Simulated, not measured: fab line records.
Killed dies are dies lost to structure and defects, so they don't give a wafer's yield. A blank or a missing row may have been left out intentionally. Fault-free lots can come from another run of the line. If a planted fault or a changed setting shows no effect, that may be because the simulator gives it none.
fab line records ; flow sky130
record lots=14; wafers=42; last-day=50
route steps=708 shown VT_ADJUST_HVTP@95 VT_ADJUST_LVTN@106 SONOS_ONO@169
lots that met no fault: taken from a fault-free run of the same line
start-h: the number of hours between the record's first day and the start of the first shown wafer of the lot ; wait-h: time in hours since the lot's previous step ; " unchanged from the row above ; L1.1+2: one row covering several wafers at once ; - no value, or no start given ; * or withheld: withheld ; < > ~ a bound
route shown NAME@n: names a module that has steps shown in the file, with the first one's number in the route ; usual: mean/standard deviation taken from wafers without a fault ; same: alike in all rows ; chamber/n: place in a boat ; sites: readings site by site ; _std_site: their standard deviation ; _edge_site: inner sites' mean taken away from outer sites' mean ; radius-mm: how far each site lies from the wafer's centre ; mask NAME#n: copy n ; behind: the most recent tool/chamber to have shaped the wafer ; hold: reason for holding the lot/hours on hold/outcome of the hold ; device: the n, p or np transistor that did not switch ; end of line: the same wafers' tests at the end of the route ; a step with no rows: only its recipe ; killed: the dies lost at the first sort to structure and to defects; this is not the yield of the wafer ; map: a wafer's dies, x killed, . not, _ none there
set.NAME: setting as actually run; set.NAME@STEP: the setting as run at that earlier step ; model.NAME: the simulator's own value behind a step, which no gauge read
one table for each step of the route and one row for each wafer, over a sample of lots
services: when a tool's chamber went out of use (start-h, in hours from the record's first day, below 0 if earlier), for how many hours, and the reason
## steps
# step SKY_VT_ADJUST_HVTP_STRIP_10
# recipe chemistry=O2/N2; power-w=1400; pressure-mtorr=1500; platen-temp-c=withheld; o2-flow-sccm=3000; n2-flow-sccm=300; overash-fraction=0.5
# usual chamber-pressure-mTorr=1500.1/1.4; drypump-motor-current-A=5.7/0.55; n2-flow-sccm=300.0/0.85; oes-product-au=0.716/0.0046; strip-time-to-endpoint-s=14.19/0.045
lot.wafer;tool;chamber;start-h;wait-h;chamber-pressure-mTorr;drypump-motor-current-A;n2-flow-sccm;oes-product-au;rf-hours-counter-h;strip-time-to-endpoint-s
L443.3;plasma-asher-03;1;122.68;0.1;1499.9;5.4;298.7;0.713;-;14.17
L443.4;plasma-asher-03;0;122.68;0.1;1501.9;5.5;298.9;0.714;-;14.16
L443.6;plasma-asher-03;0;122.68;0.1;1498.4;5.5;300.3;0.716;-;14.12
L445.4;plasma-asher-02;1;138.38;0.1;1500.7;6.1;300.1;0.718;-;14.22
L445.5;plasma-asher-02;1;138.38;0.1;1499.1;6.1;300.7;0.715;-;14.25
L445.6;plasma-asher-02;0;138.38;0.1;1500.9;5.0;298.8;0.717;-;14.25
L446.1;plasma-asher-04;1;142.99;0.1;1499.6;5.8;298.6;0.717;1;14.27
L446.2;plasma-asher-04;0;142.99;0.1;1500.3;6.6;300.4;0.712;1;14.21
L446.4;plasma-asher-04;0;142.99;0.1;1501.3;6.6;300.3;0.724;-;14.23
L447.1;plasma-asher-02;0;147.73;0.1;1501.4;5.0;299.1;0.713;47;14.18
L447.3;plasma-asher-02;1;147.73;0.1;1499.1;6.1;300.3;0.715;-;14.22
L447.6;plasma-asher-02;0;147.73;0.1;1499.1;5.0;299.3;0.720;-;14.21
L449.1;plasma-asher-04;0;161.20;0.1;1498.7;6.6;298.9;0.708;3;14.20
L449.3;plasma-asher-04;0;161.20;0.1;1501.1;6.6;301.4;0.718;-;14.24
L449.4;plasma-asher-04;1;161.20;0.1;1502.7;5.8;300.0;0.713;-;14.19
L450.1;plasma-asher-04;0;166.15;0.1;1502.4;6.6;300.2;0.719;4;14.20
L450.2;plasma-asher-04;1;166.15;0.1;1497.7;5.8;300.3;0.717;4;14.14
L450.3;plasma-asher-04;1;166.15;0.1;1501.7;5.9;298.8;0.716;-;14.18
L452.1;plasma-asher-03;1;179.53;0.1;1500.3;5.4;298.9;0.709;50;14.22
L452.2;plasma-asher-03;0;179.53;0.1;1500.5;5.5;300.6;0.718;50;14.21
L452.6;plasma-asher-03;1;179.53;0.1;1500.9;5.4;299.4;0.715;-;14.22
L453.2;plasma-asher-02;1;185.24;0.1;1499.1;6.1;301.4;0.715;51;14.16
L453.5;plasma-asher-02;1;185.24;0.1;1500.2;6.1;299.5;0.718;-;14.16
L453.6;plasma-asher-02;0;185.24;0.1;1499.3;4.9;301.4;0.720;-;14.19
L454.1;plasma-asher-02;1;189.94;0.1;1499.8;6.1;300.0;0.711;52;14.17
L454.2;plasma-asher-02;0;189.94;0.1;1498.7;5.0;298.8;0.707;52;14.23
L454.4;plasma-asher-02;1;189.94;0.1;1500.4;6.1;301.5;0.716;-;14.17
L458.1;plasma-asher-04;0;214.14;0.1;1498.6;6.6;299.9;0.722;8;14.24
L458.2;plasma-asher-04;1;214.14;0.1;1496.9;5.8;299.2;0.720;8;14.26
L458.4;plasma-asher-04;0;214.14;0.1;1499.7;6.6;300.5;0.712;-;14.25
L462.3;plasma-asher-03;0;242.56;0.1;-;-;-;-;-;-
L462.5;plasma-asher-03;1;242.56;0.1;-;-;-;-;-;-
L462.6;plasma-asher-03;0;242.56;0.1;-;-;-;-;-;-
L463.1;plasma-asher-02;0;251.25;0.1;-;-;-;-;-;-
L463.2;plasma-asher-02;1;251.25;0.1;-;-;-;-;-;-
L463.5;plasma-asher-02;0;251.25;0.1;-;-;-;-;-;-
L465.2;plasma-asher-02;1;262.43;0.1;1497.6;6.1;300.9;0.713;59;14.21
L465.4;plasma-asher-02;1;262.43;0.1;1501.3;6.1;301.4;0.715;-;14.13
L465.5;plasma-asher-02;0;262.43;0.1;1500.3;5.0;300.5;0.718;-;14.19
L466.2;plasma-asher-03;1;266.39;0.1;1500.2;5.3;300.2;0.710;58;14.23
L466.3;plasma-asher-03;0;266.39;0.1;1499.7;5.5;300.4;0.716;-;14.26
L466.5;plasma-asher-03;0;266.39;0.1;1499.0;5.5;298.3;0.715;-;14.27
# step SKY_VT_ADJUST_LVTN_STRIP_09
# recipe chemistry=O2/N2; power-w=1400; pressure-mtorr=1500; platen-temp-c=withheld; o2-flow-sccm=3000; n2-flow-sccm=300; overash-fraction=0.5
# usual chamber-pressure-mTorr=1500.0/1.5; drypump-motor-current-A=5.4/0.41; n2-flow-sccm=300.1/0.86; oes-product-au=0.723/0.004; strip-time-to-endpoint-s=36.88/0.1
lot.wafer;tool;chamber;start-h;wait-h;chamber-pressure-mTorr;drypump-motor-current-A;n2-flow-sccm;oes-product-au;rf-hours-counter-h;strip-time-to-endpoint-s
L443.3;plasma-asher-01;0;142.43;0.1;1501.4;5.2;300.2;0.724;-;36.90
L443.4;plasma-asher-01;1;142.43;0.1;1499.6;4.9;298.9;0.716;-;36.84
L443.6;plasma-asher-01;0;142.43;0.1;1503.2;5.2;302.1;0.721;-;36.90
L445.4;plasma-asher-02;0;158.13;0.1;1498.6;5.0;299.4;0.726;-;36.95
L445.5;plasma-asher-02;0;158.13;0.1;1502.2;5.0;298.9;0.721;-;36.93
L445.6;plasma-asher-02;1;158.13;0.1;1499.1;6.1;300.0;0.719;-;37.13
L446.1;plasma-asher-02;1;162.77;0.1;1500.9;6.1;301.3;0.726;49;36.95
L446.2;plasma-asher-02;0;162.77;0.1;1500.9;4.9;300.2;0.721;49;37.16
L446.4;plasma-asher-02;1;162.77;0.1;1500.0;6.1;299.9;0.721;-;37.07
L447.1;plasma-asher-02;1;168.32;0.1;1497.1;6.1;299.3;0.721;49;36.86
L447.3;plasma-asher-02;0;168.32;0.1;1498.4;5.0;301.3;0.725;-;36.92
L447.6;plasma-asher-02;0;168.32;0.1;1500.0;5.0;300.4;0.721;-;36.92
L449.1;plasma-asher-02;1;180.75;0.1;1499.3;6.1;300.3;0.723;51;36.89
L449.3;plasma-asher-02;0;180.75;0.1;1500.2;5.0;300.6;0.722;-;36.77
L449.4;plasma-asher-02;1;180.75;0.1;1499.3;6.1;299.9;0.727;-;36.84
L450.1;plasma-asher-01;0;186.68;0.1;1498.3;5.2;300.2;0.718;37;36.80
L450.2;plasma-asher-01;1;186.68;0.1;1498.5;4.9;299.1;0.722;37;36.77
L450.3;plasma-asher-01;0;186.68;0.1;1501.8;5.2;301.2;0.723;-;36.69
L452.1;plasma-asher-03;1;200.40;0.1;1498.1;5.3;300.1;0.721;52;36.76
L452.2;plasma-asher-03;0;200.40;0.1;1502.2;5.5;300.9;0.721;52;36.75
L452.6;plasma-asher-03;1;200.40;0.1;1502.2;5.3;299.2;0.733;-;36.87
L453.2;plasma-asher-03;0;206.70;0.1;1498.8;5.5;299.9;0.724;52;36.96
L453.5;plasma-asher-03;1;206.70;0.1;1501.9;5.4;301.1;0.723;-;36.83
L453.6;plasma-asher-03;0;206.70;0.1;1498.3;5.5;300.4;0.723;-;36.98
L454.1;plasma-asher-03;0;212.05;0.1;1500.1;5.5;300.3;0.729;53;36.97
L454.2;plasma-asher-03;1;212.05;0.1;1501.6;5.3;299.4;0.725;53;37.05
L454.4;plasma-asher-03;1;212.05;0.1;1501.5;5.4;299.2;0.727;-;36.87
L458.1;plasma-asher-03;0;236.87;0.1;1499.2;5.5;300.1;0.725;55;36.79
L458.2;plasma-asher-03;1;236.87;0.1;1502.6;5.4;299.2;0.714;55;36.93
L458.4;plasma-asher-03;1;236.87;0.1;1499.1;5.3;301.2;0.725;-;36.85
L462.3;plasma-asher-03;1;267.26;0.1;1500.5;5.4;299.5;0.732;-;53.55
L462.5;plasma-asher-03;1;267.26;0.1;1499.2;5.4;298.2;0.728;-;53.70
L462.6;plasma-asher-03;0;267.26;0.1;1502.8;5.5;300.3;0.723;-;53.51
L463.1;plasma-asher-03;1;275.53;0.1;1502.4;5.4;299.7;0.732;59;53.70
L463.2;plasma-asher-03;0;275.53;0.1;1500.7;5.5;300.1;0.730;59;53.66
L463.5;plasma-asher-03;0;275.53;0.1;1500.3;5.5;300.8;0.733;-;53.71
L465.2;plasma-asher-02;1;286.92;0.1;1499.1;6.1;298.2;0.716;62;36.94
L465.4;plasma-asher-02;1;286.92;0.1;1499.8;6.1;299.6;0.719;-;37.01
L465.5;plasma-asher-02;0;286.92;0.1;1502.5;5.0;300.4;0.726;-;36.98
L466.2;plasma-asher-01;1;290.55;0.1;1500.9;4.9;301.2;0.722;48;36.91
L466.3;plasma-asher-01;1;290.55;0.1;1501.1;4.8;299.7;0.721;-;36.88
L466.5;plasma-asher-01;0;290.55;0.1;1500.9;5.2;299.1;0.723;-;36.75
# step SKY_VT_ADJUST_LVTN_TW_MEAS_10
# usual VT_ADJUST_LVTN_TW=241.3/1.6
lot.wafer;tool;chamber;start-h;wait-h;VT_ADJUST_LVTN_TW
L443.3;film-metro-03;-;142.52;0.1;237.2
L443.4;film-metro-03;-;142.52;0.1;236.4
L443.6;film-metro-03;-;142.52;0.1;238.7
L445.4;film-metro-03;-;158.23;0.1;241.1
L445.5;film-metro-03;-;158.23;0.1;240.6
L445.6;film-metro-03;-;158.23;0.1;240.6
L446.1;film-metro-01;-;162.87;0.1;243.3
L446.2;film-metro-01;-;162.87;0.1;241.8
L446.4;film-metro-01;-;162.87;0.1;242.8
L447.1;film-metro-03;-;168.42;0.1;239.4
L447.3;film-metro-03;-;168.42;0.1;239.3
L447.6;film-metro-03;-;168.42;0.1;240.4
L449.1;film-metro-01;-;180.85;0.1;241.2
L449.3;film-metro-01;-;180.85;0.1;242.2
L449.4;film-metro-01;-;180.85;0.1;241.5
L450.1;film-metro-04;-;186.78;0.1;240.8
L450.2;film-metro-04;-;186.78;0.1;241.6
L450.3;film-metro-04;-;186.78;0.1;241.3
L452.1;film-metro-03;-;200.50;0.1;239.1
L452.2;film-metro-03;-;200.50;0.1;239.8
L452.6;film-metro-03;-;200.50;0.1;239.2
L453.2;film-metro-04;-;206.81;0.1;243.0
L453.5;film-metro-04;-;206.81;0.1;243.3
L453.6;film-metro-04;-;206.81;0.1;242.3
L454.1;film-metro-04;-;212.15;0.1;242.2
L454.2;film-metro-04;-;212.15;0.1;242.3
L454.4;film-metro-04;-;212.15;0.1;242.0
L458.1;film-metro-01;-;236.97;0.1;242.8
L458.2;film-metro-01;-;236.97;0.1;241.5
L458.4;film-metro-01;-;236.97;0.1;241.1
L462.3;film-metro-04;-;267.34;0.1;30.0
L462.5;film-metro-04;-;267.34;0.1;30.0
L462.6;film-metro-04;-;267.34;0.1;29.9
L463.1;film-metro-01;-;275.63;0.1;30.2
L463.2;film-metro-01;-;275.63;0.1;30.1
L463.5;film-metro-01;-;275.63;0.1;30.1
L465.2;film-metro-04;-;287.03;0.1;240.7
L465.4;film-metro-04;-;287.03;0.1;241.8
L465.5;film-metro-04;-;287.03;0.1;240.7
L466.2;film-metro-01;-;290.66;0.1;241.8
L466.3;film-metro-01;-;290.66;0.1;243.6
L466.5;film-metro-01;-;290.66;0.1;242.9
# step SKY_SONOS_ONO_THK_MEAS_01
# recipe reads=SiO2_of_SONOS_ONO_OXIDATION_00
# usual SONOS_ONO_OXIDATION_THK=2.46/0.058
lot.wafer;tool;chamber;start-h;wait-h;SONOS_ONO_OXIDATION_THK[nm]
L443.3;film-metro-02;-;250.12;0.0;2.55
L443.4;film-metro-02;-;250.12;0.0;2.51
L443.6;film-metro-02;-;250.12;0.0;2.45
L445.4;film-metro-02;-;270.65;0.0;2.43
L445.5;film-metro-02;-;270.65;0.0;2.52
L445.6;film-metro-02;-;270.65;0.0;2.52
L446.1;film-metro-03;-;276.17;0.0;2.39
L446.2;film-metro-03;-;276.17;0.0;2.47
L446.4;film-metro-03;-;276.17;0.0;2.50
L447.1;film-metro-01;-;285.89;0.0;2.46
L447.3;film-metro-01;-;285.89;0.0;2.48
L447.6;film-metro-01;-;285.89;0.0;2.43
L449.1;film-metro-01;-;298.17;0.0;2.43
L449.3;film-metro-01;-;298.17;0.0;2.46
L449.4;film-metro-01;-;298.17;0.0;2.42
L450.1;film-metro-02;-;304.38;0.0;2.36
L450.2;film-metro-02;-;304.38;0.0;2.40
L450.3;film-metro-02;-;304.38;0.0;2.42
L452.1;film-metro-02;-;322.08;0.0;2.47
L452.2;film-metro-02;-;322.08;0.0;2.49
L452.6;film-metro-02;-;322.08;0.0;2.54
L453.2;film-metro-03;-;330.97;0.0;2.34
L453.5;film-metro-03;-;330.97;0.0;2.35
L453.6;film-metro-03;-;330.97;0.0;2.39
L454.1;film-metro-02;-;337.62;0.0;2.38
L454.2;film-metro-02;-;337.62;0.0;2.44
L454.4;film-metro-02;-;337.62;0.0;2.52
L458.1;film-metro-02;-;367.08;0.0;2.44
L458.2;film-metro-02;-;367.08;0.0;2.47
L458.4;film-metro-02;-;367.08;0.0;2.47
L462.3;film-metro-02;-;403.00;0.0;2.46
L462.5;film-metro-02;-;403.00;0.0;2.47
L462.6;film-metro-02;-;403.00;0.0;2.44
L463.1;film-metro-02;-;412.82;0.0;2.35
L463.2;film-metro-02;-;412.82;0.0;2.35
L463.5;film-metro-02;-;412.82;0.0;2.33
L465.2;film-metro-02;-;431.07;0.0;2.39
L465.4;film-metro-02;-;431.07;0.0;2.39
L465.5;film-metro-02;-;431.07;0.0;2.31
L466.2;film-metro-03;-;431.07;0.0;2.51
L466.3;film-metro-03;-;431.07;0.0;2.58
L466.5;film-metro-03;-;431.07;0.0;2.49
# step SKY_SONOS_ONO_THK_MEAS_03
# recipe reads=Si3N4_of_SONOS_ONO_CVD_02
# usual SONOS_ONO_CVD_02_THK=10.47/0.12
lot.wafer;tool;chamber;start-h;wait-h;SONOS_ONO_CVD_02_THK[nm]
L443.3;film-metro-03;-;251.23;0.0;10.41
L443.4;film-metro-03;-;251.23;0.0;10.39
L443.6;film-metro-03;-;251.23;0.0;10.36
L445.4;film-metro-03;-;271.76;0.0;10.38
L445.5;film-metro-03;-;271.76;0.0;10.57
L445.6;film-metro-03;-;271.76;0.0;10.50
L446.1;film-metro-02;-;279.31;0.0;10.40
L446.2;film-metro-02;-;279.31;0.0;10.48
L446.4;film-metro-02;-;279.31;0.0;10.46
L447.1;film-metro-02;-;288.07;0.0;10.51
L447.3;film-metro-02;-;288.07;0.0;10.38
L447.6;film-metro-02;-;288.07;0.0;10.41
L449.1;film-metro-03;-;300.80;0.0;10.61
L449.3;film-metro-03;-;300.80;0.0;10.54
L449.4;film-metro-03;-;300.80;0.0;10.52
L450.1;film-metro-01;-;306.66;0.0;10.48
L450.2;film-metro-01;-;306.66;0.0;10.52
L450.3;film-metro-01;-;306.66;0.0;10.51
L452.1;film-metro-01;-;323.77;0.0;10.35
L452.2;film-metro-01;-;323.77;0.0;10.60
L452.6;film-metro-01;-;323.77;0.0;10.50
L453.2;film-metro-02;-;332.08;0.0;10.40
L453.5;film-metro-02;-;332.08;0.0;10.28
L453.6;film-metro-02;-;332.08;0.0;10.44
L454.1;film-metro-02;-;351.91;0.0;10.40
L454.2;film-metro-02;-;351.91;0.0;10.41
L454.4;film-metro-02;-;351.91;0.0;10.36
L458.1;film-metro-02;-;369.69;0.0;10.75
L458.2;film-metro-02;-;369.69;0.0;10.70
L458.4;film-metro-02;-;369.69;0.0;10.69
L462.3;film-metro-03;-;405.75;0.0;10.46
L462.5;film-metro-03;-;405.75;0.0;10.37
L462.6;film-metro-03;-;405.75;0.0;10.53
L463.1;film-metro-01;-;413.93;0.0;10.51
L463.2;film-metro-01;-;413.93;0.0;10.40
L463.5;film-metro-01;-;413.93;0.0;10.36
L465.2;film-metro-02;-;432.57;0.0;10.61
L465.4;film-metro-02;-;432.57;0.0;10.62
L465.5;film-metro-02;-;432.57;0.0;10.61
L466.2;film-metro-01;-;432.57;0.0;10.61
L466.3;film-metro-01;-;432.57;0.0;10.53
L466.5;film-metro-01;-;432.57;0.0;10.64
# step SKY_SONOS_ONO_STRIP_17
# recipe chemistry=O2/N2; power-w=1400; pressure-mtorr=1500; platen-temp-c=withheld; o2-flow-sccm=3000; n2-flow-sccm=300; overash-fraction=0.5
# usual chamber-pressure-mTorr=1500.2/2.6; drypump-motor-current-A=5.4/0.47; n2-flow-sccm=300.0/0.82; oes-product-au=0.710/0.0045; strip-time-to-endpoint-s=14.09/0.04
lot.wafer;tool;chamber;start-h;wait-h;chamber-pressure-mTorr;drypump-motor-current-A;n2-flow-sccm;oes-product-au;rf-hours-counter-h;strip-time-to-endpoint-s
L443.3;plasma-asher-02;1;276.87;0.0;1501.3;6.1;299.5;0.704;-;14.13
L443.4;plasma-asher-02;0;276.87;0.0;1501.7;5.0;299.4;0.708;-;14.10
L443.6;plasma-asher-02;0;276.87;0.0;1500.7;5.0;300.6;0.712;-;14.05
L445.4;plasma-asher-01;0;298.41;0.0;1500.8;5.2;300.1;0.707;-;14.02
L445.5;plasma-asher-01;1;298.41;0.0;1500.5;4.9;300.8;0.711;-;14.05
L445.6;plasma-asher-01;0;298.41;0.0;1501.2;5.2;298.4;0.706;-;14.01
L446.1;plasma-asher-02;1;305.37;0.0;1499.5;6.1;298.7;0.716;63;14.00
L446.2;plasma-asher-02;0;305.37;0.0;1501.4;5.0;300.2;0.715;63;14.04
L446.4;plasma-asher-02;0;305.37;0.0;1501.3;5.0;300.4;0.700;-;14.07
L447.1;plasma-asher-01;1;315.95;0.0;1500.8;4.8;300.3;0.710;50;14.15
L447.3;plasma-asher-01;0;315.95;0.0;1499.7;5.2;299.8;0.713;-;14.14
L447.6;plasma-asher-01;0;315.95;0.0;1500.2;5.2;300.1;0.703;-;14.11
L449.1;plasma-asher-01;1;328.61;0.0;1500.0;4.8;299.4;0.714;51;14.11
L449.3;plasma-asher-01;1;328.61;0.0;1501.6;4.9;300.6;0.716;-;14.12
L449.4;plasma-asher-01;0;328.61;0.0;1500.2;5.3;298.9;0.715;-;14.11
L450.1;plasma-asher-03;0;334.20;0.0;1498.4;5.5;302.4;0.702;64;14.17
L450.2;plasma-asher-03;1;334.20;0.0;1499.2;5.3;299.1;0.710;64;14.13
L450.3;plasma-asher-03;0;334.20;0.0;1498.0;5.5;301.7;0.709;-;14.12
L452.1;plasma-asher-02;1;351.14;0.0;1501.0;6.1;300.1;0.710;68;14.11
L452.2;plasma-asher-02;0;351.14;0.0;1499.1;4.9;299.0;0.706;68;14.14
L452.6;plasma-asher-02;0;351.14;0.0;1499.8;4.9;299.4;0.698;-;14.13
L453.2;plasma-asher-02;1;359.25;0.0;1503.1;6.1;300.9;0.708;69;14.08
L453.5;plasma-asher-02;0;359.25;0.0;1501.1;5.0;300.2;0.707;-;14.08
L453.6;plasma-asher-02;1;359.25;0.0;1499.2;6.1;299.8;0.713;-;14.07
L454.1;plasma-asher-01;1;380.90;0.0;1500.5;4.8;299.5;0.711;57;14.07
L454.2;plasma-asher-01;0;380.90;0.0;1501.3;5.2;299.8;0.715;57;14.09
L454.4;plasma-asher-01;1;380.90;0.0;1497.2;4.8;300.3;0.712;-;14.07
L458.1;plasma-asher-02;0;400.30;0.0;1500.5;5.0;301.0;0.707;73;14.08
L458.2;plasma-asher-02;1;400.30;0.0;1497.9;6.1;299.1;0.716;73;14.07
L458.4;plasma-asher-02;1;400.30;0.0;1499.5;6.1;299.4;0.712;-;14.09
L462.3;plasma-asher-03;1;436.30;0.0;1499.5;5.4;300.7;0.704;-;14.06
L462.5;plasma-asher-03;0;436.30;0.0;1499.8;5.5;299.6;0.706;-;14.04
L462.6;plasma-asher-03;1;436.30;0.0;1498.0;5.3;300.2;0.710;-;14.07
L463.1;plasma-asher-03;1;444.78;0.0;1500.7;5.3;299.0;0.709;76;14.05
L463.2;plasma-asher-03;0;444.78;0.0;1499.2;5.5;300.9;0.708;76;14.03
L463.5;plasma-asher-03;1;444.78;0.0;1498.2;5.3;300.4;0.703;-;14.06
L465.2;plasma-asher-02;0;463.96;0.0;1495.7;5.0;298.6;0.712;3;14.09
L465.4;plasma-asher-02;1;463.96;0.0;1499.9;6.1;298.9;0.710;-;14.07
L465.5;plasma-asher-02;0;463.96;0.0;1501.7;5.0;300.4;0.717;-;14.09
L466.2;plasma-asher-03;0;464.17;0.0;1500.2;5.5;298.8;0.712;78;14.10
L466.3;plasma-asher-03;1;464.17;0.0;1498.6;5.4;300.4;0.715;-;14.11
L466.5;plasma-asher-03;0;464.17;0.0;1497.4;5.5;300.5;0.710;-;14.09
## services
tool;chamber;start-h;hours;kind
plasma-asher-04;-;108.75;9.0;pm
plasma-asher-04;0;108.75;16.9;vent-cycle
plasma-asher-04;1;108.75;16.9;vent-cycle
plasma-asher-04;-;112.37;13.3;repair
plasma-asher-02;-;112.78;5.2;repair
plasma-asher-04;0;117.75;-;clean
plasma-asher-04;1;117.75;-;clean
plasma-asher-04;-;264.38;10.5;repair
plasma-asher-04;-;330.09;4.3;pm
plasma-asher-02;-;421.25;9.0;pm
plasma-asher-02;0;421.25;9.0;vent-cycle
plasma-asher-02;1;421.25;9.0;vent-cycle
plasma-asher-02;0;430.25;-;clean
plasma-asher-02;1;430.25;-;clean
plasma-asher-01;-;434.18;14.6;pm
plasma-asher-02;-;460.10;0.5;repair
plasma-asher-02;-;460.46;0.8;repair
## key
first-sign step=SKY_VT_ADJUST_HVTP_STRIP_10; reading=tool-record; direction=missing
effect step=SKY_VT_ADJUST_LVTN_STRIP_09; reading=strip-time-to-endpoint-s; direction=up; sigmas=99+; usual=*; struck=*
effect step=SKY_VT_ADJUST_LVTN_TW_MEAS_10; reading=VT_ADJUST_LVTN_TW; direction=down; sigmas=99+; usual=241.3; struck=30.1
met-at SKY_VT_ADJUST_HVTP_STRIP_10
struck-lots L462,L463
sort-left-out L462.3,L462.5,L462.6,L463.1,L463.2,L463.5
tester-left-out L462,L463
not-acting-at SKY_SONOS_ONO_THK_MEAS_01,SKY_SONOS_ONO_THK_MEAS_03,SKY_SONOS_ONO_STRIP_17
onset-between 189.94 242.56
fault kind=skipped-step-whole; tool=plasma-asher-02,plasma-asher-03; chamber=-; onset-h=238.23; steps=SKY_VT_ADJUST_HVTP_STRIP_10; scope=struck-lots-only
# tester-left-out: of these lots the tester's yield and bins aren't shown, on N5 and GAA mostly nor the transistor test; their killed dies are dies lost to structure and defects alone, not to doping, threshold or leakage, so they don't give the yield
# sort-left-out: the simulated sort isn't trusted on such a fault, so these wafers' sort isn't shown, and their yield isn't known
